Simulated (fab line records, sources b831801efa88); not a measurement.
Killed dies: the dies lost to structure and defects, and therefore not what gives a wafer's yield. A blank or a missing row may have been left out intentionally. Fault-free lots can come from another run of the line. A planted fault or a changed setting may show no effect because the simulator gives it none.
Which tool is to blame? -- flow gf180mcu -- Sampling: 7 lots, 20 wafers, 2 of 602 route steps

WHAT THE GAUGES READ, wafer by wafer
GF_PSD_RS_MEAS_14: measurement is done with a four-point probe.
lot,measured,on,NSD_RS (ohm/sq)
L331,day 14 16:01,film metro-03,46.13 46.13 46.12
L333,day 15 05:34,film metro-02,46.20 46.09 46.33
L336,day 16 10:04,film metro-03,46.15 46.11 46.18
L341,day 17 23:27,film metro-04,44.40 46.24 46.40
L343,day 18 16:19,film metro-04,44.31 46.23
L351,day 22 01:21,film metro-04,46.23 46.27 46.23
L353,day 22 16:54,film metro-03,46.20 46.22 46.19

EACH LOT AND THE TOOL THAT RAN IT (in order: tool; ch and the chambers of the sampled wafers; start)
lot,GF_PSD_RTA_13
L331,"rtp anneal-01 ch 0, day 14 15:56"
L333,"rtp anneal-02 ch 0, day 15 05:29"
L336,"rtp anneal-02 ch 0, day 16 09:59"
L341,"rtp anneal-02 ch 0, day 17 23:22"
L343,"rtp anneal-02 ch 0, day 18 16:14"
L351,"rtp anneal-02 ch 0, day 22 01:16"
L353,"rtp anneal-01 ch 0, day 22 16:49"
- GF_PSD_RTA_13: time 20 s.

THE ANSWER, worked out from the rows above alone
Rule: usual is defined by the lots themselves. The widest of any qualifying gaps counts: lots, ordered by their means at a reading, are off when they make up no more than a third of the lots, leave a main group of 4 or more, and stand apart from it by 3 or more times the standard deviation of that group's means. A main group whose means are all the same, to the digits that the tables above print for the reading, isn't used. Also off: a lot with no number at a reading for which 4 or more lots have one. The other lots that the step has rows for count as sound.
Off: L341, L343, seen at GF_PSD_RS_MEAS_14 (NSD_RS). Mean 46.19 ohm/sq and standard deviation 0.043 in the main group.
If a tool, at a process step before that reading, ran all the lots that are off and no sound lot after the first of them, it fits. The gauges at GF_PSD_RS_MEAS_14 are tried like those tools. No candidate that was tried fits.

WHAT THE SIMULATOR HAD INSERTED
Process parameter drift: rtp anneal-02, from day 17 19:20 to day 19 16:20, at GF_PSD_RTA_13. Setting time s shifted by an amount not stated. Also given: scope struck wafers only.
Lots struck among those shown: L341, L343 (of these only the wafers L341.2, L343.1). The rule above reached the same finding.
